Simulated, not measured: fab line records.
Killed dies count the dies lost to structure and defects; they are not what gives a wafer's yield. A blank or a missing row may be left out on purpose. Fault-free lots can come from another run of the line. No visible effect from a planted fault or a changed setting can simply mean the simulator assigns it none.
What tool caused it? + flow sky130 + 41 wafers from 14 lots sampled at 2 of the route's 708 steps

WHAT THE GAUGES SHOWED, per wafer
SKY_METAL1_OVL_MEAS_16. Usual: METAL1_OVL 4 nm, standard deviation 4.2.
| lot  | measured     | on         | METAL1_OVL (nm) | flag |
|------|--------------|------------|-----------------|------|
| L439 | day 33 06:29 | overlay-02 | 2 -1 -5         |      |
| L440 | day 33 08:41 | overlay-02 | 4 4 2           |      |
| L441 | day 33 20:38 | overlay-01 | -3 2 2          |      |
| L443 | day 35 02:38 | overlay-02 | 2 6 1           |      |
| L444 | day 35 04:50 | overlay-01 | 10 5 10         |      |
| L445 | day 35 06:48 | overlay-02 | 1 5 10          |      |
| L447 | day 36 11:14 | overlay-01 | 4 1 5           |      |
| L448 | day 36 14:35 | overlay-01 | 9 13 10         |      |
| L451 | day 37 11:05 | overlay-02 | 0 3             |      |
| L455 | day 38 16:45 | overlay-01 | 10 2 3          |      |
| L457 | day 38 19:27 | overlay-01 | 7 -2 1          |      |
| L460 | day 39 21:50 | overlay-02 | 7 0 10          |      |
| L459 | day 39 22:11 | overlay-01 | 11 7 3          |      |
| L461 | day 40 00:48 | overlay-02 | 4 1 2           |      |

EACH LOT AND THE TOOL THAT RAN IT (in order: tool; ch and the chambers of the sampled wafers; start)
| lot  | SKY_METAL1_SPUTTER_01       |
|------|-----------------------------|
| L439 | pvdSputter-04, day 32 04:01 |
| L440 | pvdSputter-03, day 32 06:04 |
| L441 | pvdSputter-04, day 32 17:40 |
| L443 | pvdSputter-02, day 33 23:37 |
| L444 | pvdSputter-03, day 34 01:52 |
| L445 | pvdSputter-04, day 34 04:17 |
| L447 | pvdSputter-04, day 35 08:56 |
| L448 | pvdSputter-02, day 35 11:49 |
| L451 | pvdSputter-03, day 36 08:55 |
| L455 | pvdSputter-04, day 37 14:47 |
| L457 | pvdSputter-04, day 37 17:41 |
| L460 | pvdSputter-03, day 38 20:46 |
| L459 | pvdSputter-02, day 38 21:04 |
| L461 | pvdSputter-02, day 38 23:42 |
- SKY_METAL1_SPUTTER_01: material TiN, target thk 20 nm, time 16.7 s.

AS READ BY THE TOOLS THEMSELVES (means over the sampled wafers that have a number; for cases with no such wafer, the mark the record gives instead)
SKY_METAL1_SPUTTER_01. Usual: throttleValvePct reads 29.8 % (standard deviation 0.79).
| lot  | tool          | throttleValvePct (%) | flag |
|------|---------------|----------------------|------|
| L439 | pvdSputter-04 | 29.7                 |      |
| L440 | pvdSputter-03 | 29.3                 |      |
| L441 | pvdSputter-04 | 29.5                 |      |
| L443 | pvdSputter-02 | 30.1                 |      |
| L444 | pvdSputter-03 | 29.5                 |      |
| L445 | pvdSputter-04 | 30.2                 |      |
| L447 | pvdSputter-04 | 29.8                 |      |
| L448 | pvdSputter-02 | 30.4                 |      |
| L451 | pvdSputter-03 | 29.5                 |      |
| L455 | pvdSputter-04 | 29.6                 |      |
| L457 | pvdSputter-04 | 29.9                 |      |
| L460 | pvdSputter-03 | 29.2                 |      |
| L459 | pvdSputter-02 | 30.2                 |      |
| L461 | pvdSputter-02 | 29.9                 |      |

THE ANSWER, worked out from the rows above alone
Rule: a lot is off if the mean of its wafers that have a number lies more than 3 standard deviations from the usual mean. A lot without any number at a reading at which 4 lots or more have one is off too. The other lots that the step has rows for count as sound. The gauges are gone through in route order, then the tools' own readings, and for those a lot's mean is taken as printed above. At the first step where some lot is off, the reading lying furthest off is the one used; lots without a number count as furthest.
No lot is off at any reading shown: from this, nothing can be told.

WHAT THE SIMULATOR HAD PUT IN
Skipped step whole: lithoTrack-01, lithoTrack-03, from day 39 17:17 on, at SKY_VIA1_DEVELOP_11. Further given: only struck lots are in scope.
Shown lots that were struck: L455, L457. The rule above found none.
